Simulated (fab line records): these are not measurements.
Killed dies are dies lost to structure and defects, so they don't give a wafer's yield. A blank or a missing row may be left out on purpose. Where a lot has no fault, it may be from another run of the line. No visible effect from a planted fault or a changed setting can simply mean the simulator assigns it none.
fab line records || flow gf180mcu || part 2 of 2: steps 28 to 39 of 39
[record] {"lots": 5, "wafers": 15, "last-day": 33}
route steps=602 shown POLY_GATE@164 HV_LDD@176
lots with no fault: from the same line, run without faults
start-h: the number of hours between the record's first day and the start of the first shown wafer of the lot || wait-h: hours elapsed since this lot's preceding step || " repeats the value in the row above || L1.1+2: one row covering several wafers at once || - no value, or no start was given || * or withheld: withheld || < > ~ a bound
route shown NAME@n: NAME is a module with steps in the file, n the number in the route of the first one || usual: mean/standard deviation taken from wafers without a fault || same: alike in all rows || chamber/n: place in a boat || sites: each site's reading || _std_site: standard deviation of those values || _edge_site: outer sites' mean less inner sites' || radius-mm: for every site, how far away it sits from the centre of the wafer || mask NAME#n: copy n || behind: the most recent tool/chamber to have shaped the wafer || hold: why the lot was held/for how many hours/how that ended || device: the n, p or np transistor that did not switch || end of line: tests of these same wafers at the route's end || step lacking rows: just its recipe || killed: at the first sort, the dies lost to defects and structure; wafer yield is something else || map: the dies of a wafer, with x for killed, . for not killed, _ for no die there
set.NAME: setting as actually run; set.NAME@STEP: the setting as run at that earlier step || model.NAME: the simulator's own value behind a step, which no gauge read
lots at selected steps of the route; one table per step, one row per wafer
services: the hour from which a tool's chamber was out of use, counted from the record's first day as start-h (under 0 if before that day), plus the number of hours and why
[[steps]]
[step GF_HV_LDD_SOFTBAKE_15]
[recipe] {"temp-c": 90, "time-s": 60, "resist": "NOVOLAK"}
{"lot.wafer": "L077.2+4+6", "tool": "litho-track-04", "chamber": 0, "start-h": 247.37, "wait-h": 0.1}
{"lot.wafer": "L082.2+4+6", "tool": "litho-track-04", "chamber": 0, "start-h": 285.27, "wait-h": 0.1}
{"lot.wafer": "L086.1+4+6", "tool": "litho-track-04", "chamber": 0, "start-h": 311.79, "wait-h": 0.1}
{"lot.wafer": "L087.1+4+6", "tool": "litho-track-04", "chamber": 0, "start-h": 328.49, "wait-h": 0.1}
{"lot.wafer": "L092.1+2+4", "tool": "litho-track-01", "chamber": 0, "start-h": 366.10, "wait-h": 0.1}
[step GF_HV_LDD_EXPOSE_16]
[recipe] {"mask-id": "Pplus_LV_AREA", "target-cd-nm": 400, "na": 0.6, "source-shape": "conventional", "sigma-outer": 0.6, "dose-mj": 140}
{"lot.wafer": "L077.2+4+6", "tool": "iline-stepper-02", "chamber": 0, "start-h": "-", "wait-h": "-", "mask": "Pplus_LV_AREA#0"}
{"lot.wafer": "L082.2+4+6", "tool": "iline-stepper-02", "chamber": 0, "start-h": "-", "wait-h": "-", "mask": "Pplus_LV_AREA#0"}
{"lot.wafer": "L086.1+4+6", "tool": "iline-stepper-01", "chamber": 0, "start-h": "-", "wait-h": "-", "mask": "Pplus_LV_AREA#0"}
{"lot.wafer": "L087.1+4+6", "tool": "iline-stepper-01", "chamber": 0, "start-h": "-", "wait-h": "-", "mask": "Pplus_LV_AREA#0"}
{"lot.wafer": "L092.1+2+4", "tool": "iline-stepper-02", "chamber": 0, "start-h": "-", "wait-h": "-", "mask": "Pplus_LV_AREA#0"}
[step GF_HV_LDD_PEB_17]
[recipe] {"temp-c": "withheld", "time-s": "*", "resist": "NOVOLAK"}
{"lot.wafer": "L077.2+4+6", "tool": "litho-track-01", "chamber": 0, "start-h": "-", "wait-h": "-"}
{"lot.wafer": "L082.2+4+6", "tool": "litho-track-02", "chamber": 0, "start-h": "-", "wait-h": "-"}
{"lot.wafer": "L086.1+4+6", "tool": "litho-track-04", "chamber": 0, "start-h": "-", "wait-h": "-"}
{"lot.wafer": "L087.1+4+6", "tool": "litho-track-02", "chamber": 0, "start-h": "-", "wait-h": "-"}
{"lot.wafer": "L092.1+2+4", "tool": "litho-track-04", "chamber": 0, "start-h": "-", "wait-h": "-"}
[step GF_HV_LDD_DEVELOP_18]
[recipe] {"develop-time-s": 62.84, "dev-temp-c": 23}
{"lot.wafer": "L077.2+4+6", "tool": "litho-track-01", "chamber": 0, "start-h": 256.17, "wait-h": 0.1}
{"lot.wafer": "L082.2+4+6", "tool": "litho-track-02", "chamber": 0, "start-h": 294.40, "wait-h": 0.1}
{"lot.wafer": "L086.1+4+6", "tool": "litho-track-04", "chamber": 0, "start-h": 321.59, "wait-h": 0.1}
{"lot.wafer": "L087.1+4+6", "tool": "litho-track-02", "chamber": 0, "start-h": 338.32, "wait-h": 0.1}
{"lot.wafer": "L092.1+2+4", "tool": "litho-track-04", "chamber": 0, "start-h": 377.39, "wait-h": 0.1}
[step GF_HV_LDD_CD_MEAS_19]
[recipe] {"target-cd-nm": 400}
[usual] {"cd-nm": "403.6/2.6"}
{"lot.wafer": "L077.2", "tool": "cd-sem-01", "chamber": "-", "start-h": 256.32, "wait-h": 0.1, "cd-nm": 408.3}
{"lot.wafer": "L077.4", "tool": "cd-sem-01", "chamber": "-", "start-h": 256.32, "wait-h": 0.1, "cd-nm": 406.1}
{"lot.wafer": "L077.6", "tool": "cd-sem-01", "chamber": "-", "start-h": 256.32, "wait-h": 0.1, "cd-nm": 408.2}
{"lot.wafer": "L082.2", "tool": "cd-sem-01", "chamber": "-", "start-h": 294.54, "wait-h": 0.1, "cd-nm": 406.0}
{"lot.wafer": "L082.4", "tool": "cd-sem-01", "chamber": "-", "start-h": 294.54, "wait-h": 0.1, "cd-nm": 404.8}
{"lot.wafer": "L082.6", "tool": "cd-sem-01", "chamber": "-", "start-h": 294.54, "wait-h": 0.1, "cd-nm": 406.9}
{"lot.wafer": "L086.1", "tool": "cd-sem-02", "chamber": "-", "start-h": 321.84, "wait-h": 0.2, "cd-nm": 405.4}
{"lot.wafer": "L086.4", "tool": "cd-sem-02", "chamber": "-", "start-h": 321.84, "wait-h": 0.2, "cd-nm": 403.5}
{"lot.wafer": "L086.6", "tool": "cd-sem-02", "chamber": "-", "start-h": 321.84, "wait-h": 0.2, "cd-nm": 403.5}
{"lot.wafer": "L087.1", "tool": "cd-sem-02", "chamber": "-", "start-h": 338.47, "wait-h": 0.1, "cd-nm": 403.8}
{"lot.wafer": "L087.4", "tool": "cd-sem-02", "chamber": "-", "start-h": 338.47, "wait-h": 0.1, "cd-nm": 401.7}
{"lot.wafer": "L087.6", "tool": "cd-sem-02", "chamber": "-", "start-h": 338.47, "wait-h": 0.1, "cd-nm": 403.9}
{"lot.wafer": "L092.1", "tool": "cd-sem-02", "chamber": "-", "start-h": 377.54, "wait-h": 0.1, "cd-nm": 402.3}
{"lot.wafer": "L092.2", "tool": "cd-sem-02", "chamber": "-", "start-h": 377.54, "wait-h": 0.1, "cd-nm": 401.8}
{"lot.wafer": "L092.4", "tool": "cd-sem-02", "chamber": "-", "start-h": 377.54, "wait-h": 0.1, "cd-nm": 401.0}
[step GF_HV_LDD_OVL_MEAS_20]
[usual] {"HV_LDD_01_OVL": "-0.9/1.4"}
{"lot.wafer": "L077.2", "tool": "overlay-02", "chamber": "-", "start-h": 256.43, "wait-h": 0.1, "HV_LDD_01_OVL[nm]": 0.4}
{"lot.wafer": "L077.4", "tool": "overlay-02", "chamber": "-", "start-h": 256.43, "wait-h": 0.1, "HV_LDD_01_OVL[nm]": -0.5}
{"lot.wafer": "L077.6", "tool": "overlay-02", "chamber": "-", "start-h": 256.43, "wait-h": 0.1, "HV_LDD_01_OVL[nm]": -1.2}
{"lot.wafer": "L082.2", "tool": "overlay-02", "chamber": "-", "start-h": 294.65, "wait-h": 0.1, "HV_LDD_01_OVL[nm]": -1.9}
{"lot.wafer": "L082.4", "tool": "overlay-02", "chamber": "-", "start-h": 294.65, "wait-h": 0.1, "HV_LDD_01_OVL[nm]": -1.5}
{"lot.wafer": "L082.6", "tool": "overlay-02", "chamber": "-", "start-h": 294.65, "wait-h": 0.1, "HV_LDD_01_OVL[nm]": -2.0}
{"lot.wafer": "L086.1", "tool": "overlay-02", "chamber": "-", "start-h": 321.96, "wait-h": 0.1, "HV_LDD_01_OVL[nm]": -1.7}
{"lot.wafer": "L086.4", "tool": "overlay-02", "chamber": "-", "start-h": 321.96, "wait-h": 0.1, "HV_LDD_01_OVL[nm]": -3.1}
{"lot.wafer": "L086.6", "tool": "overlay-02", "chamber": "-", "start-h": 321.96, "wait-h": 0.1, "HV_LDD_01_OVL[nm]": -1.0}
{"lot.wafer": "L087.1", "tool": "overlay-02", "chamber": "-", "start-h": 338.59, "wait-h": 0.1, "HV_LDD_01_OVL[nm]": 0.6}
{"lot.wafer": "L087.4", "tool": "overlay-02", "chamber": "-", "start-h": 338.59, "wait-h": 0.1, "HV_LDD_01_OVL[nm]": 0.7}
{"lot.wafer": "L087.6", "tool": "overlay-02", "chamber": "-", "start-h": 338.59, "wait-h": 0.1, "HV_LDD_01_OVL[nm]": 0.1}
{"lot.wafer": "L092.1", "tool": "overlay-01", "chamber": "-", "start-h": 377.66, "wait-h": 0.1, "HV_LDD_01_OVL[nm]": 0.8}
{"lot.wafer": "L092.2", "tool": "overlay-01", "chamber": "-", "start-h": 377.66, "wait-h": 0.1, "HV_LDD_01_OVL[nm]": 1.0}
{"lot.wafer": "L092.4", "tool": "overlay-01", "chamber": "-", "start-h": 377.66, "wait-h": 0.1, "HV_LDD_01_OVL[nm]": 2.4}
[step GF_HV_LDD_IMPLANT_21]
[recipe] {"species": "BF2", "energy-kev": 25, "dose-cm2": 5e+13, "tilt-deg": 7}
[usual] {"tilt-deg": "7.002/0.018"}
{"lot.wafer": "L077.2", "tool": "implanter-01", "chamber": 0, "start-h": 256.48, "wait-h": 0.0, "tilt-deg": 6.986}
{"lot.wafer": "L077.4", "tool": "implanter-01", "chamber": 0, "start-h": 256.48, "wait-h": 0.0, "tilt-deg": 6.999}
{"lot.wafer": "L077.6", "tool": "implanter-01", "chamber": 0, "start-h": 256.48, "wait-h": 0.0, "tilt-deg": 7.009}
{"lot.wafer": "L082.2", "tool": "implanter-02", "chamber": 0, "start-h": 294.71, "wait-h": 0.0, "tilt-deg": 7.024}
{"lot.wafer": "L082.4", "tool": "implanter-02", "chamber": 0, "start-h": 294.71, "wait-h": 0.0, "tilt-deg": 7.020}
{"lot.wafer": "L082.6", "tool": "implanter-02", "chamber": 0, "start-h": 294.71, "wait-h": 0.0, "tilt-deg": 6.982}
{"lot.wafer": "L086.1", "tool": "implanter-02", "chamber": 0, "start-h": 321.99, "wait-h": 0.0, "tilt-deg": 6.997}
{"lot.wafer": "L086.4", "tool": "implanter-02", "chamber": 0, "start-h": 321.99, "wait-h": 0.0, "tilt-deg": 6.976}
{"lot.wafer": "L086.6", "tool": "implanter-02", "chamber": 0, "start-h": 321.99, "wait-h": 0.0, "tilt-deg": 6.996}
{"lot.wafer": "L087.1", "tool": "implanter-04", "chamber": 0, "start-h": 338.63, "wait-h": 0.0, "tilt-deg": 7.013}
{"lot.wafer": "L087.4", "tool": "implanter-04", "chamber": 0, "start-h": 338.63, "wait-h": 0.0, "tilt-deg": 6.989}
{"lot.wafer": "L087.6", "tool": "implanter-04", "chamber": 0, "start-h": 338.63, "wait-h": 0.0, "tilt-deg": 7.028}
{"lot.wafer": "L092.1", "tool": "implanter-02", "chamber": 0, "start-h": 377.70, "wait-h": 0.0, "tilt-deg": 7.047}
{"lot.wafer": "L092.2", "tool": "implanter-02", "chamber": 0, "start-h": 377.70, "wait-h": 0.0, "tilt-deg": 6.981}
{"lot.wafer": "L092.4", "tool": "implanter-02", "chamber": 0, "start-h": 377.70, "wait-h": 0.0, "tilt-deg": 6.995}
[step GF_HV_LDD_STRIP_22]
[recipe] {"chemistry": "O2/N2", "power-w": 1400, "pressure-mtorr": 1500, "platen-temp-c": 250, "o2-flow-sccm": 3000, "n2-flow-sccm": 300, "overash-fraction": 0.5}
[usual] {"drypump-motor-current-A": "5.6/0.33", "heater-power-w": "337/19", "n2-flow-sccm": "300.0/0.83", "oes-product-au": "0.716/0.0044", "strip-time-to-endpoint-s": "12.62/0.031"}
{"lot.wafer": "L077.2", "tool": "plasma-asher-03", "chamber": 0, "start-h": 256.61, "wait-h": 0.1, "drypump-motor-current-A": 5.5, "heater-power-w": 322, "n2-flow-sccm": 299.6, "oes-product-au": 0.719, "rf-hours-counter-h": 15, "strip-time-to-endpoint-s": 12.60}
{"lot.wafer": "L077.4", "tool": "plasma-asher-03", "chamber": 0, "start-h": 256.61, "wait-h": 0.1, "drypump-motor-current-A": 5.5, "heater-power-w": 332, "n2-flow-sccm": 300.1, "oes-product-au": 0.719, "rf-hours-counter-h": "-", "strip-time-to-endpoint-s": 12.57}
{"lot.wafer": "L077.6", "tool": "plasma-asher-03", "chamber": 0, "start-h": 256.61, "wait-h": 0.1, "drypump-motor-current-A": 5.5, "heater-power-w": 331, "n2-flow-sccm": 299.5, "oes-product-au": 0.718, "rf-hours-counter-h": "-", "strip-time-to-endpoint-s": 12.57}
{"lot.wafer": "L082.2", "tool": "plasma-asher-03", "chamber": 0, "start-h": 294.83, "wait-h": 0.1, "drypump-motor-current-A": 5.5, "heater-power-w": 333, "n2-flow-sccm": 300.3, "oes-product-au": 0.712, "rf-hours-counter-h": 19, "strip-time-to-endpoint-s": 12.62}
{"lot.wafer": "L082.4", "tool": "plasma-asher-03", "chamber": 1, "start-h": 294.83, "wait-h": 0.1, "drypump-motor-current-A": 5.9, "heater-power-w": 366, "n2-flow-sccm": 300.1, "oes-product-au": 0.718, "rf-hours-counter-h": "-", "strip-time-to-endpoint-s": 12.64}
{"lot.wafer": "L082.6", "tool": "plasma-asher-03", "chamber": 0, "start-h": 294.83, "wait-h": 0.1, "drypump-motor-current-A": 5.5, "heater-power-w": 329, "n2-flow-sccm": 300.7, "oes-product-au": 0.719, "rf-hours-counter-h": "-", "strip-time-to-endpoint-s": 12.63}
{"lot.wafer": "L086.1", "tool": "plasma-asher-03", "chamber": 0, "start-h": 322.14, "wait-h": 0.1, "drypump-motor-current-A": 5.5, "heater-power-w": 330, "n2-flow-sccm": 298.9, "oes-product-au": 0.719, "rf-hours-counter-h": 22, "strip-time-to-endpoint-s": 12.61}
{"lot.wafer": "L086.4", "tool": "plasma-asher-03", "chamber": 1, "start-h": 322.14, "wait-h": 0.1, "drypump-motor-current-A": 5.9, "heater-power-w": 363, "n2-flow-sccm": 299.8, "oes-product-au": 0.712, "rf-hours-counter-h": "-", "strip-time-to-endpoint-s": 12.64}
{"lot.wafer": "L086.6", "tool": "plasma-asher-03", "chamber": 1, "start-h": 322.14, "wait-h": 0.1, "drypump-motor-current-A": 5.9, "heater-power-w": 369, "n2-flow-sccm": 300.7, "oes-product-au": 0.712, "rf-hours-counter-h": "-", "strip-time-to-endpoint-s": 12.58}
{"lot.wafer": "L087.1", "tool": "plasma-asher-02", "chamber": 1, "start-h": 338.78, "wait-h": 0.1, "drypump-motor-current-A": 5.1, "heater-power-w": 349, "n2-flow-sccm": 301.4, "oes-product-au": 0.717, "rf-hours-counter-h": 69, "strip-time-to-endpoint-s": 12.68}
{"lot.wafer": "L087.4", "tool": "plasma-asher-02", "chamber": 1, "start-h": 338.78, "wait-h": 0.1, "drypump-motor-current-A": 5.1, "heater-power-w": 349, "n2-flow-sccm": 299.2, "oes-product-au": 0.717, "rf-hours-counter-h": "-", "strip-time-to-endpoint-s": 12.73}
{"lot.wafer": "L087.6", "tool": "plasma-asher-02", "chamber": 0, "start-h": 338.78, "wait-h": 0.1, "drypump-motor-current-A": 5.9, "heater-power-w": 346, "n2-flow-sccm": 300.2, "oes-product-au": 0.715, "rf-hours-counter-h": "-", "strip-time-to-endpoint-s": 12.68}
{"lot.wafer": "L092.1", "tool": "plasma-asher-01", "chamber": 0, "start-h": 377.85, "wait-h": 0.1, "drypump-motor-current-A": 5.3, "heater-power-w": 318, "n2-flow-sccm": 299.0, "oes-product-au": 0.717, "rf-hours-counter-h": 73, "strip-time-to-endpoint-s": 12.64}
{"lot.wafer": "L092.2", "tool": "plasma-asher-01", "chamber": 1, "start-h": 377.85, "wait-h": 0.1, "drypump-motor-current-A": 5.9, "heater-power-w": 334, "n2-flow-sccm": 299.1, "oes-product-au": 0.726, "rf-hours-counter-h": 73, "strip-time-to-endpoint-s": 12.61}
{"lot.wafer": "L092.4", "tool": "plasma-asher-01", "chamber": 0, "start-h": 377.85, "wait-h": 0.1, "drypump-motor-current-A": 5.3, "heater-power-w": 312, "n2-flow-sccm": 299.1, "oes-product-au": 0.709, "rf-hours-counter-h": "-", "strip-time-to-endpoint-s": 12.68}
[step GF_HV_LDD_TW_MEAS_23]
[usual] {"HV_LDD_2_TW": "1052/11"}
{"lot.wafer": "L077.2", "tool": "film-metro-01", "chamber": "-", "start-h": 256.72, "wait-h": 0.1, "HV_LDD_2_TW": 1068}
{"lot.wafer": "L077.4", "tool": "film-metro-01", "chamber": "-", "start-h": 256.72, "wait-h": 0.1, "HV_LDD_2_TW": 1077}
{"lot.wafer": "L077.6", "tool": "film-metro-01", "chamber": "-", "start-h": 256.72, "wait-h": 0.1, "HV_LDD_2_TW": 1068}
{"lot.wafer": "L082.2", "tool": "film-metro-01", "chamber": "-", "start-h": 294.94, "wait-h": 0.1, "HV_LDD_2_TW": 1067}
{"lot.wafer": "L082.4", "tool": "film-metro-01", "chamber": "-", "start-h": 294.94, "wait-h": 0.1, "HV_LDD_2_TW": 1061}
{"lot.wafer": "L082.6", "tool": "film-metro-01", "chamber": "-", "start-h": 294.94, "wait-h": 0.1, "HV_LDD_2_TW": 1076}
{"lot.wafer": "L086.1", "tool": "film-metro-02", "chamber": "-", "start-h": 322.24, "wait-h": 0.1, "HV_LDD_2_TW": 1039}
{"lot.wafer": "L086.4", "tool": "film-metro-02", "chamber": "-", "start-h": 322.24, "wait-h": 0.1, "HV_LDD_2_TW": 1038}
{"lot.wafer": "L086.6", "tool": "film-metro-02", "chamber": "-", "start-h": 322.24, "wait-h": 0.1, "HV_LDD_2_TW": 1044}
{"lot.wafer": "L087.1", "tool": "film-metro-01", "chamber": "-", "start-h": 338.88, "wait-h": 0.1, "HV_LDD_2_TW": 1056}
{"lot.wafer": "L087.4", "tool": "film-metro-01", "chamber": "-", "start-h": 338.88, "wait-h": 0.1, "HV_LDD_2_TW": 1050}
{"lot.wafer": "L087.6", "tool": "film-metro-01", "chamber": "-", "start-h": 338.88, "wait-h": 0.1, "HV_LDD_2_TW": 1057}
{"lot.wafer": "L092.1", "tool": "film-metro-01", "chamber": "-", "start-h": 377.95, "wait-h": 0.1, "HV_LDD_2_TW": 1063}
{"lot.wafer": "L092.2", "tool": "film-metro-01", "chamber": "-", "start-h": 377.95, "wait-h": 0.1, "HV_LDD_2_TW": 1068}
{"lot.wafer": "L092.4", "tool": "film-metro-01", "chamber": "-", "start-h": 377.95, "wait-h": 0.1, "HV_LDD_2_TW": 1061}
[step GF_HV_LDD_DEHYDRATE_24]
[recipe] {"temp-c": 200, "time-s": 60}
{"lot.wafer": "L077.2+4+6", "tool": "litho-track-01", "chamber": 0, "start-h": 265.92, "wait-h": 9.2}
{"lot.wafer": "L082.2+4+6", "tool": "litho-track-04", "chamber": 0, "start-h": 305.07, "wait-h": 10.1}
{"lot.wafer": "L086.1+4+6", "tool": "litho-track-01", "chamber": 0, "start-h": 332.45, "wait-h": 10.2}
{"lot.wafer": "L087.1+4+6", "tool": "litho-track-02", "chamber": 0, "start-h": 349.22, "wait-h": 10.3}
{"lot.wafer": "L092.1+2+4", "tool": "litho-track-01", "chamber": 0, "start-h": 388.45, "wait-h": 10.5}
[step GF_HV_LDD_HMDS_25]
[recipe] {"prime-time-s": 60, "prime-temp-c": 120}
[usual] {"prime-temp-c": "120.03/0.13"}
{"lot.wafer": "L077.2", "tool": "litho-track-01", "chamber": 0, "start-h": 266.07, "wait-h": 0.1, "prime-temp-c": 119.95}
{"lot.wafer": "L077.4", "tool": "litho-track-01", "chamber": 0, "start-h": 266.07, "wait-h": 0.1, "prime-temp-c": 119.92}
{"lot.wafer": "L077.6", "tool": "litho-track-01", "chamber": 0, "start-h": 266.07, "wait-h": 0.1, "prime-temp-c": 119.90}
{"lot.wafer": "L082.2", "tool": "litho-track-04", "chamber": 0, "start-h": 305.22, "wait-h": 0.1, "prime-temp-c": 120.18}
{"lot.wafer": "L082.4", "tool": "litho-track-04", "chamber": 0, "start-h": 305.22, "wait-h": 0.1, "prime-temp-c": 120.09}
{"lot.wafer": "L082.6", "tool": "litho-track-04", "chamber": 0, "start-h": 305.22, "wait-h": 0.1, "prime-temp-c": 119.90}
{"lot.wafer": "L086.1", "tool": "litho-track-01", "chamber": 0, "start-h": 332.60, "wait-h": 0.1, "prime-temp-c": 120.13}
{"lot.wafer": "L086.4", "tool": "litho-track-01", "chamber": 0, "start-h": 332.60, "wait-h": 0.1, "prime-temp-c": 119.96}
{"lot.wafer": "L086.6", "tool": "litho-track-01", "chamber": 0, "start-h": 332.60, "wait-h": 0.1, "prime-temp-c": 119.75}
{"lot.wafer": "L087.1", "tool": "litho-track-02", "chamber": 0, "start-h": 349.37, "wait-h": 0.1, "prime-temp-c": 119.87}
{"lot.wafer": "L087.4", "tool": "litho-track-02", "chamber": 0, "start-h": 349.37, "wait-h": 0.1, "prime-temp-c": 120.04}
{"lot.wafer": "L087.6", "tool": "litho-track-02", "chamber": 0, "start-h": 349.37, "wait-h": 0.1, "prime-temp-c": 120.03}
{"lot.wafer": "L092.1", "tool": "litho-track-01", "chamber": 0, "start-h": 388.60, "wait-h": 0.1, "prime-temp-c": 120.11}
{"lot.wafer": "L092.2", "tool": "litho-track-01", "chamber": 0, "start-h": 388.60, "wait-h": 0.1, "prime-temp-c": 119.84}
{"lot.wafer": "L092.4", "tool": "litho-track-01", "chamber": 0, "start-h": 388.60, "wait-h": 0.1, "prime-temp-c": 119.98}
[step GF_HV_LDD_COAT_26]
[recipe] {"resist": "NOVOLAK", "spin-rpm": 3000, "resist-thk-nm": 1000}
[usual] {"dispense-pressure-kPa": "52.3/2"}
{"lot.wafer": "L077.2", "tool": "litho-track-01", "chamber": 0, "start-h": 266.22, "wait-h": 0.1, "dispense-pressure-kPa": 50.3}
{"lot.wafer": "L077.4", "tool": "litho-track-01", "chamber": 0, "start-h": 266.22, "wait-h": 0.1, "dispense-pressure-kPa": 50.3}
{"lot.wafer": "L077.6", "tool": "litho-track-01", "chamber": 0, "start-h": 266.22, "wait-h": 0.1, "dispense-pressure-kPa": 50.3}
{"lot.wafer": "L082.2", "tool": "litho-track-04", "chamber": 0, "start-h": 305.37, "wait-h": 0.1, "dispense-pressure-kPa": 50.8}
{"lot.wafer": "L082.4", "tool": "litho-track-04", "chamber": 0, "start-h": 305.37, "wait-h": 0.1, "dispense-pressure-kPa": 50.8}
{"lot.wafer": "L082.6", "tool": "litho-track-04", "chamber": 0, "start-h": 305.37, "wait-h": 0.1, "dispense-pressure-kPa": 50.8}
{"lot.wafer": "L086.1", "tool": "litho-track-01", "chamber": 0, "start-h": 332.75, "wait-h": 0.1, "dispense-pressure-kPa": 50.3}
{"lot.wafer": "L086.4", "tool": "litho-track-01", "chamber": 0, "start-h": 332.75, "wait-h": 0.1, "dispense-pressure-kPa": 50.3}
{"lot.wafer": "L086.6", "tool": "litho-track-01", "chamber": 0, "start-h": 332.75, "wait-h": 0.1, "dispense-pressure-kPa": 50.3}
{"lot.wafer": "L087.1", "tool": "litho-track-02", "chamber": 0, "start-h": 349.52, "wait-h": 0.1, "dispense-pressure-kPa": 54.6}
{"lot.wafer": "L087.4", "tool": "litho-track-02", "chamber": 0, "start-h": 349.52, "wait-h": 0.1, "dispense-pressure-kPa": 54.6}
{"lot.wafer": "L087.6", "tool": "litho-track-02", "chamber": 0, "start-h": 349.52, "wait-h": 0.1, "dispense-pressure-kPa": 54.6}
{"lot.wafer": "L092.1", "tool": "litho-track-01", "chamber": 0, "start-h": 388.75, "wait-h": 0.1, "dispense-pressure-kPa": 50.3}
{"lot.wafer": "L092.2", "tool": "litho-track-01", "chamber": 0, "start-h": 388.75, "wait-h": 0.1, "dispense-pressure-kPa": 50.3}
{"lot.wafer": "L092.4", "tool": "litho-track-01", "chamber": 0, "start-h": 388.75, "wait-h": 0.1, "dispense-pressure-kPa": 50.3}
[[services]]
{"tool": "rie-si-02", "chamber": 2, "start-h": 190.24, "hours": 2.9, "kind": "repair"}
{"tool": "wet-bench-01", "chamber": "-", "start-h": 192.05, "hours": 7.0, "kind": "repair"}
{"tool": "krf-scanner-02", "chamber": "-", "start-h": 218.59, "hours": 1.3, "kind": "pm"}
{"tool": "krf-scanner-02", "chamber": "-", "start-h": 220.76, "hours": 1.0, "kind": "pm"}
{"tool": "rie-si-02", "chamber": "-", "start-h": 225.67, "hours": 1.3, "kind": "repair"}
{"tool": "rie-si-02", "chamber": 1, "start-h": 233.20, "hours": 13.1, "kind": "repair"}
{"tool": "rie-si-02", "chamber": 0, "start-h": 235.52, "hours": 3.3, "kind": "repair"}
{"tool": "implanter-02", "chamber": "-", "start-h": 251.97, "hours": 5.0, "kind": "repair"}
{"tool": "iline-stepper-01", "chamber": "-", "start-h": 256.33, "hours": 1.7, "kind": "pm"}
{"tool": "implanter-02", "chamber": "-", "start-h": 258.57, "hours": 5.6, "kind": "pm"}
{"tool": "implanter-02", "chamber": "-", "start-h": 266.75, "hours": 3.2, "kind": "repair"}
{"tool": "rie-si-02", "chamber": 1, "start-h": 273.63, "hours": 4.7, "kind": "repair"}
{"tool": "krf-scanner-02", "chamber": "-", "start-h": 283.53, "hours": 0.8, "kind": "pm"}
{"tool": "implanter-02", "chamber": "-", "start-h": 283.76, "hours": 1.4, "kind": "repair"}
{"tool": "iline-stepper-02", "chamber": "-", "start-h": 287.61, "hours": 4.5, "kind": "repair"}
{"tool": "rie-diel-02", "chamber": 1, "start-h": 292.18, "hours": 1.7, "kind": "repair"}
{"tool": "krf-scanner-02", "chamber": "-", "start-h": 306.14, "hours": 0.3, "kind": "repair"}
{"tool": "implanter-02", "chamber": "-", "start-h": 322.14, "hours": 19.2, "kind": "pm"}
{"tool": "plasma-asher-03", "chamber": "-", "start-h": 341.48, "hours": 0.4, "kind": "repair"}
{"tool": "plasma-asher-02", "chamber": "-", "start-h": 354.33, "hours": 14.6, "kind": "pm"}
{"tool": "iline-stepper-01", "chamber": "-", "start-h": 355.41, "hours": 2.4, "kind": "repair"}
{"tool": "iline-stepper-02", "chamber": "-", "start-h": 380.04, "hours": 1.7, "kind": "pm"}
{"tool": "plasma-asher-02", "chamber": "-", "start-h": 381.77, "hours": 5.9, "kind": "repair"}
{"tool": "plasma-asher-02", "chamber": "-", "start-h": 385.60, "hours": 1.0, "kind": "repair"}
